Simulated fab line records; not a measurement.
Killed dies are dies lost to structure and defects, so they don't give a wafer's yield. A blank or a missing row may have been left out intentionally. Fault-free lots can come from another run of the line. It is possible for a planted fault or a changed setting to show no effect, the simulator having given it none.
fab line records	flow sky130
[record] lots = 6	wafers = 18	last-day = 50
route steps=708 shown DNWELL@42 PWDE@45 NWELL@56 PAD_OPEN@708
lots that met no fault: from a run of the same line without faults
start-h: hours from the record's opening day to when the first of the lot's shown wafers began	wait-h: time in hours since the lot's previous step	" same as the row above	L1.1+2: a row that stands for several wafers	- value missing, or start not given	* or withheld: withheld	< > ~ a bound
route shown NAME@n: NAME is a module with steps in the file, n the number in the route of the first one	usual: mean and standard deviation over wafers with no fault	same: alike in all rows	chamber/n: place in a boat	sites: readings site by site	_std_site: their standard deviation	_edge_site: outer sites' mean less inner sites'	radius-mm: how far each site lies from the wafer's centre	mask NAME#n: copy n	behind: the last tool/chamber to shape the wafer	hold: why the lot went on hold/how many hours it stayed there/how the hold came to an end	device: transistor that didn't switch, given as n, p or np	end of line: the route-end tests of the same wafers	for a step that has no rows: nothing shown but its recipe	killed: at the first sort, the dies lost to defects and structure; wafer yield is something else	map: a wafer's dies, marking killed ones x, the rest . and places with no die _
set.NAME: setting as actually run; set.NAME@STEP: the setting as run at that earlier step	model.NAME: the simulator's own value behind a step, which no gauge read
a table for each step, a row for each wafer; lots at some steps of the route
services: from which hour (start-h, from the record's first day; less than 0 if before it) a tool's chamber was out of use, for how many hours, and why
[[steps]]
[step SKY_DNWELL_IMPLANT_07]
[recipe] species = P	energy-kev = withheld	dose-cm2 = withheld	tilt-deg = withheld
[step SKY_DNWELL_STRIP_08]
[recipe] chemistry = O2/N2	power-w = 1400	pressure-mtorr = 1500	platen-temp-c = withheld	o2-flow-sccm = 3000	n2-flow-sccm = 300	overash-fraction = 0.5
[usual] drypump-motor-current-A = 5.9/0.41	n2-flow-sccm = 300.0/0.92	oes-product-au = 0.723/0.0044	strip-time-to-endpoint-s = 36.88/0.1
lot.wafer	tool	chamber	start-h	wait-h	drypump-motor-current-A	n2-flow-sccm	oes-product-au	rf-hours-counter-h	strip-time-to-endpoint-s
L376.1	plasma-asher-04	0	97.87	0.1	5.5	299.6	0.724	42	37.03
L376.2	"	1	"	"	5.4	300.2	0.730	42	37.03
L376.3	"	1	"	"	5.4	300.3	0.714	-	37.04
L377.4	plasma-asher-02	0	101.30	0.1	6.2	299.0	0.728	-	37.03
L377.5	"	0	"	"	6.2	299.0	0.724	-	37.07
L377.6	"	1	"	"	6.0	300.4	0.716	-	36.93
L383.2	plasma-asher-04	1	131.27	0.1	5.4	299.2	0.726	1	36.85
L383.4	"	1	"	"	5.4	299.9	0.723	-	36.84
L383.6	"	1	"	"	5.4	300.5	0.725	-	36.69
L385.1	plasma-asher-04	1	143.90	0.1	5.4	301.2	0.716	3	36.66
L385.2	"	0	"	"	5.5	300.7	0.727	3	36.71
L385.5	"	1	"	"	5.4	300.1	0.725	-	36.86
L389.3	plasma-asher-04	1	166.50	0.1	5.4	301.1	0.732	-	36.87
L389.4	"	0	"	"	5.5	300.9	0.722	-	36.86
L389.5	"	1	"	"	5.4	300.7	0.729	-	36.74
L391.2	plasma-asher-02	1	179.57	0.1	6.0	301.5	0.722	36	36.89
L391.3	"	0	"	"	6.2	299.3	0.726	-	36.92
L391.6	"	1	"	"	6.0	300.7	0.721	-	36.86
[step SKY_DNWELL_TW_MEAS_09]
[usual] DNWELL_TW = 1097/7.4
lot.wafer	tool	chamber	start-h	wait-h	DNWELL_TW
L376.1	film-metro-04	-	97.97	0.1	1105
L376.2	"	-	"	"	1098
L376.3	"	-	"	"	1099
L377.4	film-metro-03	-	101.40	0.1	1094
L377.5	"	-	"	"	1089
L377.6	"	-	"	"	1091
L383.2	film-metro-04	-	131.38	0.1	1102
L383.4	"	-	"	"	1099
L383.6	"	-	"	"	1099
L385.1	film-metro-03	-	144.00	0.1	1082
L385.2	"	-	"	"	1087
L385.5	"	-	"	"	1086
L389.3	film-metro-04	-	166.59	0.1	1105
L389.4	"	-	"	"	1095
L389.5	"	-	"	"	1104
L391.2	film-metro-03	-	179.68	0.1	1091
L391.3	"	-	"	"	1097
L391.6	"	-	"	"	1093
[step SKY_PWDE_DEHYDRATE_00]
[recipe] temp-c = 200	time-s = 60
[step SKY_PWDE_HMDS_01]
[recipe] prime-time-s = 60	prime-temp-c = 120
[step SKY_PWDE_COAT_02]
[recipe] spin-rpm = 2000	resist-thk-nm = 3000
[step SKY_PWDE_SOFTBAKE_03]
[recipe] temp-c = 110	time-s = withheld
[step SKY_PWDE_EXPOSE_04]
[recipe] mask-id = PWDEM	na = 0.6	source-shape = conventional	sigma-outer = 0.6	polarization = unpolarized	target-cd-nm = 840	dose-mj = 214
[step SKY_PWDE_PEB_05]
[recipe] temp-c = 115	time-s = withheld
[step SKY_PWDE_DEVELOP_06]
[recipe] wall-angle-deg = 90	developer = TMAH	develop-time-s = 60	dev-temp-c = 23
[step SKY_PWDE_OVL_MEAS_07]
[usual] PWDE_OVL = -0.8/1.4
lot.wafer	tool	chamber	start-h	wait-h	PWDE_OVL[nm]
L376.1	overlay-02	-	115.92	-	1.8
L376.2	"	-	"	"	1.4
L376.3	"	-	"	"	2.2
L377.4	overlay-02	-	119.64	-	-0.3
L377.5	"	-	"	"	0.4
L377.6	"	-	"	"	-2.0
L383.2	overlay-01	-	151.07	-	-1.7
L383.4	"	-	"	"	1.7
L383.6	"	-	"	"	-1.1
L385.1	overlay-01	-	163.72	-	-2.5
L385.2	"	-	"	"	-3.2
L385.5	"	-	"	"	-1.8
L389.3	overlay-02	-	187.48	-	1.8
L389.4	"	-	"	"	-2.3
L389.5	"	-	"	"	-1.1
L391.2	overlay-01	-	201.67	-	-1.6
L391.3	"	-	"	"	0.3
L391.6	"	-	"	"	-1.0
[step SKY_PWDE_IMPLANT_08]
[recipe] species = B	energy-kev = 150	dose-cm2 = 3.6e+12	tilt-deg = withheld
[step SKY_PWDE_STRIP_09]
[recipe] chemistry = O2/N2	power-w = 1400	pressure-mtorr = 1500	platen-temp-c = withheld	o2-flow-sccm = 3000	n2-flow-sccm = 300	overash-fraction = 0.5
[usual] drypump-motor-current-A = 6.2/0.42	n2-flow-sccm = 300.0/0.76	oes-product-au = 0.723/0.0048	strip-time-to-endpoint-s = 36.87/0.088
lot.wafer	tool	chamber	start-h	wait-h	drypump-motor-current-A	n2-flow-sccm	oes-product-au	rf-hours-counter-h	strip-time-to-endpoint-s
L376.1	plasma-asher-02	0	116.10	0.1	6.2	301.2	0.729	31	36.96
L376.2	"	1	"	"	6.0	299.8	0.716	31	36.93
L376.3	"	0	"	"	6.2	301.0	0.721	-	36.89
L377.4	plasma-asher-03	0	119.84	0.1	6.6	299.2	0.725	-	36.79
L377.5	"	1	"	"	6.3	300.4	0.719	-	36.74
L377.6	"	0	"	"	6.6	300.1	0.722	-	36.96
L383.2	plasma-asher-02	0	151.25	0.1	6.2	301.1	0.717	34	36.84
L383.4	"	0	"	"	6.2	300.8	0.720	-	36.69
L383.6	"	1	"	"	6.0	300.2	0.725	-	36.86
L385.1	plasma-asher-02	0	163.90	0.1	6.1	300.3	0.720	35	36.96
L385.2	"	1	"	"	6.0	300.8	0.717	35	36.90
L385.5	"	1	"	"	6.0	300.5	0.719	-	36.96
L389.3	plasma-asher-03	0	187.69	0.1	6.5	300.0	0.720	-	36.86
L389.4	"	1	"	"	6.3	300.4	0.721	-	36.87
L389.5	"	1	"	"	6.3	300.8	0.725	-	36.83
L391.2	plasma-asher-03	1	201.85	0.1	6.3	301.4	0.721	51	36.79
L391.3	"	1	"	"	6.3	300.1	0.714	-	36.68
L391.6	"	1	"	"	6.3	298.5	0.724	-	36.87
[step SKY_PWDE_TW_MEAS_10]
[usual] PWDE_TW = 368.6/1.9
lot.wafer	tool	chamber	start-h	wait-h	PWDE_TW
L376.1	film-metro-04	-	116.20	0.1	369.7
L376.2	"	-	"	"	369.8
L376.3	"	-	"	"	370.5
L377.4	film-metro-04	-	119.94	0.1	368.0
L377.5	"	-	"	"	370.4
L377.6	"	-	"	"	372.1
L383.2	film-metro-02	-	151.36	0.1	368.3
L383.4	"	-	"	"	368.4
L383.6	"	-	"	"	370.3
L385.1	film-metro-02	-	164.00	0.1	367.9
L385.2	"	-	"	"	369.2
L385.5	"	-	"	"	367.9
L389.3	film-metro-04	-	187.77	0.1	368.1
L389.4	"	-	"	"	368.4
L389.5	"	-	"	"	371.1
L391.2	film-metro-03	-	201.96	0.1	365.7
L391.3	"	-	"	"	366.7
L391.6	"	-	"	"	367.2
[step SKY_NWELL_DEHYDRATE_03]
[recipe] temp-c = 200	time-s = 60
[step SKY_NWELL_HMDS_04]
[recipe] prime-time-s = 60	prime-temp-c = 120
[step SKY_NWELL_COAT_05]
[recipe] spin-rpm = 2000	resist-thk-nm = 2947
[step SKY_NWELL_SOFTBAKE_06]
[recipe] temp-c = 110	time-s = withheld
[step SKY_NWELL_EXPOSE_07]
[recipe] mask-id = NWM	na = 0.6	source-shape = conventional	sigma-outer = 0.6	polarization = unpolarized	target-cd-nm = 840	dose-mj = 255
[step SKY_NWELL_PEB_08]
[recipe] temp-c = 115	time-s = withheld
[step SKY_NWELL_DEVELOP_09]
[recipe] wall-angle-deg = 90	developer = TMAH	develop-time-s = 60	dev-temp-c = 23
[step SKY_NWELL_OVL_MEAS_10]
[usual] NWELL_00_OVL = 0.3/1.6
lot.wafer	tool	chamber	start-h	wait-h	NWELL_00_OVL[nm]
L376.1	overlay-01	-	134.37	-	-2.0
L376.2	"	-	"	"	-0.3
L376.3	"	-	"	"	-0.6
L377.4	overlay-02	-	139.09	-	3.3
L377.5	"	-	"	"	2.7
L377.6	"	-	"	"	2.9
L383.2	overlay-01	-	170.73	-	0.3
L383.4	"	-	"	"	-0.7
L383.6	"	-	"	"	-2.1
L385.1	overlay-01	-	184.02	-	-1.3
L385.2	"	-	"	"	-0.9
L385.5	"	-	"	"	-1.1
L389.3	overlay-01	-	208.38	-	2.0
L389.4	"	-	"	"	0.9
L389.5	"	-	"	"	0.7
L391.2	overlay-02	-	223.28	-	2.2
L391.3	"	-	"	"	2.2
L391.6	"	-	"	"	1.4
[step SKY_NWELL_IMPLANT_11]
[recipe] species = P	energy-kev = 400	dose-cm2 = 1.9e+13	tilt-deg = withheld
[step SKY_NWELL_IMPLANT_12]
[recipe] species = P	energy-kev = 120	dose-cm2 = 1.3e+12	tilt-deg = withheld
[step SKY_NWELL_IMPLANT_13]
[recipe] species = P	energy-kev = 50	dose-cm2 = 7e+11	tilt-deg = withheld
[step SKY_NWELL_STRIP_14]
[recipe] chemistry = O2/N2	power-w = 1400	pressure-mtorr = 1527	platen-temp-c = withheld	o2-flow-sccm = 3000	n2-flow-sccm = 300	overash-fraction = 0.5
[usual] drypump-motor-current-A = 6.0/0.58	n2-flow-sccm = 299.9/0.91	oes-product-au = 0.724/0.0049	strip-time-to-endpoint-s = 36.18/0.077
lot.wafer	tool	chamber	start-h	wait-h	drypump-motor-current-A	n2-flow-sccm	oes-product-au	rf-hours-counter-h	strip-time-to-endpoint-s
L376.1	plasma-asher-01	0	134.85	0.1	5.0	300.0	0.723	45	36.25
L376.2	"	1	"	"	6.4	298.2	0.721	45	36.17
L376.3	"	0	"	"	5.0	300.1	0.724	-	36.21
L377.4	plasma-asher-03	1	139.59	0.1	6.3	299.5	0.723	-	36.18
L377.5	"	0	"	"	6.6	300.4	0.726	-	36.23
L377.6	"	1	"	"	6.4	300.7	0.728	-	36.22
L383.2	plasma-asher-03	0	171.21	0.1	6.5	300.0	0.727	47	36.07
L383.4	"	0	"	"	6.6	301.8	0.719	-	36.13
L383.6	"	0	"	"	6.5	300.1	0.713	-	36.20
L385.1	plasma-asher-01	1	184.51	0.1	6.4	298.8	0.720	50	36.08
L385.2	"	0	"	"	5.0	299.8	0.725	50	36.15
L385.5	"	1	"	"	6.4	300.8	0.713	-	36.15
L389.3	plasma-asher-03	1	208.89	0.1	6.3	299.7	0.720	-	36.22
L389.4	"	0	"	"	6.6	299.1	0.720	-	36.18
L389.5	"	1	"	"	6.3	300.9	0.729	-	36.22
L391.2	plasma-asher-04	0	223.76	0.1	5.5	301.1	0.732	11	36.09
L391.3	"	0	"	"	5.5	300.6	0.723	-	36.22
L391.6	"	0	"	"	5.5	301.3	0.720	-	36.22
[step SKY_NWELL_TW_MEAS_15]
[usual] NWELL_TW = 1798/8.6
lot.wafer	tool	chamber	start-h	wait-h	NWELL_TW
L376.1	film-metro-04	-	134.95	0.1	1804
L376.2	"	-	"	"	1804
L376.3	"	-	"	"	1802
L377.4	film-metro-04	-	139.69	0.1	1806
L377.5	"	-	"	"	1799
L377.6	"	-	"	"	1806
L383.2	film-metro-04	-	171.32	0.1	1798
L383.4	"	-	"	"	1799
L383.6	"	-	"	"	1785
L385.1	film-metro-02	-	184.61	0.1	1796
L385.2	"	-	"	"	1810
L385.5	"	-	"	"	1804
L389.3	film-metro-04	-	208.97	0.1	1793
L389.4	"	-	"	"	1786
L389.5	"	-	"	"	1793
L391.2	film-metro-02	-	223.87	0.1	1809
L391.3	"	-	"	"	1795
L391.6	"	-	"	"	1801
[step SKY_NWELL_DEHYDRATE_16]
[recipe] temp-c = 200	time-s = 60
[step SKY_NWELL_HMDS_17]
[recipe] prime-time-s = 60	prime-temp-c = 120
[step SKY_NWELL_COAT_18]
[recipe] spin-rpm = 2000	resist-thk-nm = 3000
[step SKY_NWELL_SOFTBAKE_19]
[recipe] temp-c = 110	time-s = withheld
[step SKY_NWELL_EXPOSE_20]
[recipe] mask-id = NWM_COMPLEMENT	na = 0.6	source-shape = conventional	sigma-outer = 0.6	polarization = unpolarized	target-cd-nm = 840	dose-mj = 260
[step SKY_NWELL_PEB_21]
[recipe] temp-c = 115	time-s = withheld
[step SKY_NWELL_DEVELOP_22]
[recipe] wall-angle-deg = 90	developer = TMAH	develop-time-s = 60	dev-temp-c = 23
[step SKY_NWELL_OVL_MEAS_23]
[usual] NWELL_01_OVL = 0.9/1.5
lot.wafer	tool	chamber	start-h	wait-h	NWELL_01_OVL[nm]
L376.1	overlay-01	-	154.97	-	-1.4
L376.2	"	-	"	"	1.2
L376.3	"	-	"	"	0.7
L377.4	overlay-01	-	159.09	-	0.9
L377.5	"	-	"	"	0.4
L377.6	"	-	"	"	0.9
L383.2	overlay-01	-	192.18	-	2.2
L383.4	"	-	"	"	2.1
L383.6	"	-	"	"	3.0
L385.1	overlay-02	-	206.42	-	0.3
L385.2	"	-	"	"	0.9
L385.5	"	-	"	"	1.4
L389.3	overlay-01	-	230.09	-	-0.9
L389.4	"	-	"	"	-2.2
L389.5	"	-	"	"	-1.7
L391.2	overlay-02	-	244.93	-	1.9
L391.3	"	-	"	"	1.3
L391.6	"	-	"	"	1.8
[step SKY_NWELL_IMPLANT_24]
[recipe] species = B	energy-kev = 140	dose-cm2 = 9.2e+12	tilt-deg = withheld
[step SKY_NWELL_STRIP_25]
[recipe] chemistry = O2/N2	power-w = 1400	pressure-mtorr = 1500	platen-temp-c = withheld	o2-flow-sccm = 3000	n2-flow-sccm = 300	overash-fraction = 0.5
[usual] drypump-motor-current-A = 5.9/0.61	n2-flow-sccm = 300.0/0.83	oes-product-au = 0.723/0.0046	strip-time-to-endpoint-s = 36.93/0.11
lot.wafer	tool	chamber	start-h	wait-h	drypump-motor-current-A	n2-flow-sccm	oes-product-au	rf-hours-counter-h	strip-time-to-endpoint-s
L376.1	plasma-asher-01	0	155.16	0.1	5.0	299.4	0.724	47	36.70
L376.2	"	1	"	"	6.4	300.6	0.723	47	36.75
L376.3	"	0	"	"	5.0	299.8	0.724	-	36.78
L377.4	plasma-asher-01	0	159.29	0.1	4.9	300.7	0.723	-	36.94
L377.5	"	0	"	"	5.0	300.0	0.724	-	36.93
L377.6	"	1	"	"	6.4	300.1	0.726	-	37.00
L383.2	plasma-asher-04	1	192.36	0.1	5.4	300.8	0.722	7	36.73
L383.4	"	0	"	"	5.5	299.3	0.723	-	36.87
L383.6	"	1	"	"	5.4	300.9	0.725	-	36.76
L385.1	plasma-asher-01	0	206.61	0.1	5.0	300.5	0.711	52	36.95
L385.2	"	1	"	"	6.4	299.7	0.720	52	36.94
L385.5	"	1	"	"	6.4	300.0	0.722	-	37.06
L389.3	plasma-asher-04	0	230.29	0.1	5.5	299.8	0.719	-	37.00
L389.4	"	1	"	"	5.4	300.4	0.721	-	37.01
L389.5	"	0	"	"	5.5	299.7	0.729	-	36.96
L391.2	plasma-asher-01	1	245.11	0.1	6.4	301.4	0.724	56	36.90
L391.3	"	0	"	"	5.0	299.3	0.727	-	36.85
L391.6	"	0	"	"	4.9	300.2	0.731	-	36.90
[step SKY_NWELL_TW_MEAS_26]
[usual] NWELL_2_TW = 489/3
lot.wafer	tool	chamber	start-h	wait-h	NWELL_2_TW
L376.1	film-metro-04	-	155.26	0.1	489
L376.2	"	-	"	"	488
L376.3	"	-	"	"	491
L377.4	film-metro-03	-	159.38	0.1	482
L377.5	"	-	"	"	484
L377.6	"	-	"	"	484
L383.2	film-metro-04	-	192.47	0.1	492
L383.4	"	-	"	"	491
L383.6	"	-	"	"	489
L385.1	film-metro-04	-	206.71	0.1	491
L385.2	"	-	"	"	488
L385.5	"	-	"	"	489
L389.3	film-metro-02	-	230.38	0.1	492
L389.4	"	-	"	"	490
L389.5	"	-	"	"	492
L391.2	film-metro-03	-	245.22	0.1	487
L391.3	"	-	"	"	486
L391.6	"	-	"	"	490
[step SKY_NWELL_CLEAN_27]
[recipe] chemistry = SC1/SC2	mix = 1:4:20	temp-c = 70	time-s = 150	dry = n2-spin
[step SKY_NWELL_RTA_28]
[recipe] temp-c = 1050	time-s = 30	idle-temp-c = 650	ramp-up-c-per-s = 150	ramp-down-c-per-s = 90	ambient = N2
[usual] lamp-power-pct = 25.31/0.056	wafer_temp_C_max = 1054.9/1
[same] time-s = 30
lot.wafer	tool	chamber	start-h	wait-h	lamp-power-pct	wafer_temp_C_max
L376.1	rtp-anneal-01	0	155.37	0.0	25.28	1057.4
L376.2	"	0	"	"	25.26	1056.0
L376.3	"	0	"	"	25.34	1055.1
L377.4	rtp-anneal-02	0	159.52	0.1	25.27	1057.1
L377.5	"	0	"	"	25.31	1054.0
L377.6	"	0	"	"	25.26	1054.5
L383.2	rtp-anneal-02	0	192.60	0.0	25.43	1054.2
L383.4	"	0	"	"	25.23	1055.5
L383.6	"	0	"	"	25.33	1054.8
L385.1	rtp-anneal-01	0	206.82	0.0	25.35	1054.7
L385.2	"	0	"	"	25.23	1056.1
L385.5	"	0	"	"	25.36	1055.2
L389.3	rtp-anneal-02	0	230.50	0.0	25.36	1055.7
L389.4	"	0	"	"	25.17	1054.1
L389.5	"	0	"	"	25.22	1055.4
L391.2	rtp-anneal-02	0	245.34	0.0	25.26	1054.7
L391.3	"	0	"	"	25.17	1055.8
L391.6	"	0	"	"	25.28	1054.5
[step SKY_NWELL_RS_MEAS_29]
[recipe] thk-meas-gauge = four-point-probe
[usual] NWELL_RS = 625.4/1.6
lot.wafer	tool	chamber	start-h	wait-h	NWELL_RS[ohm/sq]
L376.1	film-metro-03	-	155.47	0.1	625.6
L376.2	"	-	"	"	624.7
L376.3	"	-	"	"	625.3
L377.4	film-metro-04	-	159.63	0.1	625.6
L377.5	"	-	"	"	622.4
L377.6	"	-	"	"	625.1
L383.2	film-metro-03	-	192.70	0.1	625.1
L383.4	"	-	"	"	627.0
L383.6	"	-	"	"	625.6
L385.1	film-metro-02	-	206.92	0.1	628.5
L385.2	"	-	"	"	627.5
L385.5	"	-	"	"	626.9
L389.3	film-metro-04	-	230.61	0.1	623.5
L389.4	"	-	"	"	622.8
L389.5	"	-	"	"	625.0
L391.2	film-metro-02	-	245.44	0.1	627.2
L391.3	"	-	"	"	628.0
L391.6	"	-	"	"	625.4
[step SKY_PAD_OPEN_PROBE_99]
[usual] killed_at_M0_to_M3 = 44/7.1	killed_at_M4_up = 3/1.6	killed-at-contacts = 24/5.4	killed-at-front-end = 15/4.7	killed-at-other = 0.3/0.51	killed-dies = 87/9.9	killed-open = 48/7.6	killed-short = 39/6.3
[same] gross-dies = 492	killed-at-back-side = 0
lot.wafer	tool	chamber	start-h	wait-h	killed_at_M0_to_M3	killed_at_M4_up	killed-at-contacts	killed-at-front-end	killed-at-other	killed-dies	killed-open	killed-short
L376.1	prober-02	-	1129.53	0.1	39	3	27	12	0	81	39	42
L376.2	prober-02	-	1129.58	0.1	41	2	28	11	2	84	45	39
L376.3	prober-02	-	1129.63	0.2	43	3	27	20	0	93	45	48
L383.2	prober-02	-	1158.08	0.1	42	4	33	70	1	150	52	44
L383.4	prober-02	-	1158.18	0.2	27	2	20	60	0	109	38	29
L383.6	prober-02	-	1158.28	0.2	49	3	26	26	0	104	40	48
L385.1	prober-02	-	1165.20	0.1	45	4	17	68	0	134	50	38
L385.2	prober-02	-	1165.25	0.1	51	5	20	33	0	109	46	44
L385.5	prober-02	-	1165.40	0.2	30	4	22	24	0	80	33	30
// killed by level:class
L376.1 CONTACT:geometric-particle:open=11 VIA2:geometric-particle:open=10 CONTACT:geometric-particle:short=8 METAL2:geometric-particle:short=5 VIA1:geometric-particle:open=4 METAL1:geometric-particle:short=4 VIA1:geometric-particle:short=4 VIA2:geometric-particle:short=4
L376.2 VIA1:geometric-particle:open=9 LI_CONTACT:geometric-particle:open=8 CONTACT:geometric-particle:short=7 FIELD_ISO:geometric-particle:open=6 METAL1:geometric-particle:short=6 LOCAL_INTERCONNECT:geometric-particle:short=5 VIA2:geometric-particle:open=5 LI_CONTACT:geometric-particle:short=4
L376.3 LI_CONTACT:geometric-particle:open=9 METAL2:geometric-particle:short=8 CONTACT:geometric-particle:open=8 VIA1:geometric-particle:open=8 VIA3:geometric-particle:open=7 POLY_GATE:geometric-particle:short=6 POLY_GATE:geometric-particle:open=5 CONTACT:geometric-particle:short=5
L383.2 PWDE:unspecified=54 CONTACT:geometric-particle:open=12 VIA3:geometric-particle:open=7 LI_CONTACT:geometric-particle:open=7 LOCAL_INTERCONNECT:geometric-particle:short=7 METAL1:geometric-particle:short=7 VIA2:geometric-particle:open=6 VIA1:geometric-particle:open=6
L383.4 PWDE:unspecified=42 CONTACT:geometric-particle:open=8 FIELD_ISO:geometric-particle:open=7 VIA2:geometric-particle:open=6 VIA3:geometric-particle:open=5 POLY_GATE:geometric-particle:short=4 LI_CONTACT:geometric-particle:open=4 POLY_GATE:geometric-particle:open=3
L383.6 PWDE:unspecified=16 METAL1:geometric-particle:short=11 VIA1:geometric-particle:open=9 CONTACT:geometric-particle:open=8 VIA3:geometric-particle:open=7 VIA3:geometric-particle:short=6 CONTACT:geometric-particle:short=5 LI_CONTACT:geometric-particle:open=5
L385.1 PWDE:unspecified=46 VIA1:geometric-particle:open=10 VIA2:geometric-particle:open=10 FIELD_ISO:geometric-particle:open=8 CONTACT:geometric-particle:open=6 VIA1:geometric-particle:short=6 LI_CONTACT:geometric-particle:open=5 POLY_GATE:geometric-particle:short=5
L385.2 PWDE:unspecified=19 VIA1:geometric-particle:open=10 METAL1:geometric-particle:short=9 VIA2:geometric-particle:open=8 CONTACT:geometric-particle:open=7 FIELD_ISO:geometric-particle:open=6 METAL2:geometric-particle:short=6 VIA3:geometric-particle:open=6
L385.5 PWDE:unspecified=17 CONTACT:geometric-particle:open=10 METAL2:geometric-particle:short=7 LI_CONTACT:geometric-particle:open=6 POLY_GATE:geometric-particle:open=4 VIA3:geometric-particle:short=4 METAL4:geometric-particle:short=4 VIA1:geometric-particle:open=3
// map L383.2 (x killed, . not)
__________.x......x._________
________.x............_______
______..x........x..x..._____
_____x......x............____
____.x.xxx....x...........___
___..xxxxxxx......x.xx.....__
__xx..xxxxxxxxxx.......x..x._
_x.xxxxxxxxxxx....xx.........
_...xxxxxxxxxxx..........x...
_.x.x.xxxxxxx...xx......xxxx.
_....xx.xxxxxx......xx.......
_......xxx.xx................
_.......x..x.x......x........
_....x..xx...x.....x.x.....xx
_x...x............x.x..x.....
__x.....x.....x.xx..xxx...x._
___........xxxx.xxx.x.x....__
____..xx.x.x.x.....x.....x___
_____.....xx..x...x..x..x____
______.xx..............._____
________.x....x..xxxx._______
__________....x....._________
// map L385.1 (x killed, . not)
__________..x.x.x..._________
________..x...x......._______
______...x...xxxx..x...._____
_____x...x..x....x......x____
____.x.xx..x....x.xx...xx.___
___...xxxxx.x..x.x.........__
__....xxxxxx..x.........x..x_
_.x..xxxxxxxx..x.x....xx.....
_...xxxxxxxxxx......x........
_.....xxxxxxx.xx..........x..
_....xxxxxxxx..x.............
_...xxxx.x.x......x.....x..x.
_.x.........x................
_.................x......x...
_x.....xx......x.xxxx....x.x.
__....x....................._
___...x...x..x.........x...__
____...x.....xx.x.x.x...xx___
_____.......x..x.xx......____
______x.x.x......xx...x._____
________..x.x.x......._______
__________.........._________
[[services]]
tool	chamber	start-h	hours	kind
plasma-asher-04	-	108.75	9.0	pm
plasma-asher-04	0	108.75	9.0	vent-cycle
plasma-asher-04	1	108.75	9.0	vent-cycle
plasma-asher-04	0	117.75	-	clean
plasma-asher-04	1	117.75	-	clean
plasma-asher-04	-	135.79	0.5	repair
plasma-asher-02	-	154.43	6.0	repair
plasma-asher-03	-	159.16	2.4	repair
rtp-anneal-01	-	178.78	9.0	pm
plasma-asher-01	-	214.94	1.9	repair
[[key]]
[first-sign] step = SKY_PAD_OPEN_PROBE_99	reading = killed-at-front-end	direction = up	sigmas = 6.8	usual = 15	struck = 47
[effect] step = SKY_PAD_OPEN_PROBE_99	reading = killed-dies	direction = up	sigmas = 2.8	usual = 87	struck = 114	wafers-moved = 3
met-at SKY_PWDE_STRIP_09
struck-wafers L383.2,L383.4,L383.6,L385.1,L385.2,L385.5
tester-left-out L383,L385
onset-between 116.10 151.25
[fault] kind = chamber-particle-source	tool = plasma-asher-02	chamber = -	onset-h = 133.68	steps = SKY_PWDE_STRIP_09	rate-per-visit-cm2 = 0.65152	end-h = 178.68
// tester-left-out: of these lots the tester's yield and bins aren't shown, on N5 and GAA mostly nor the transistor test; their killed dies are dies lost to structure and defects alone, not to doping, threshold or leakage, so they don't give the yield
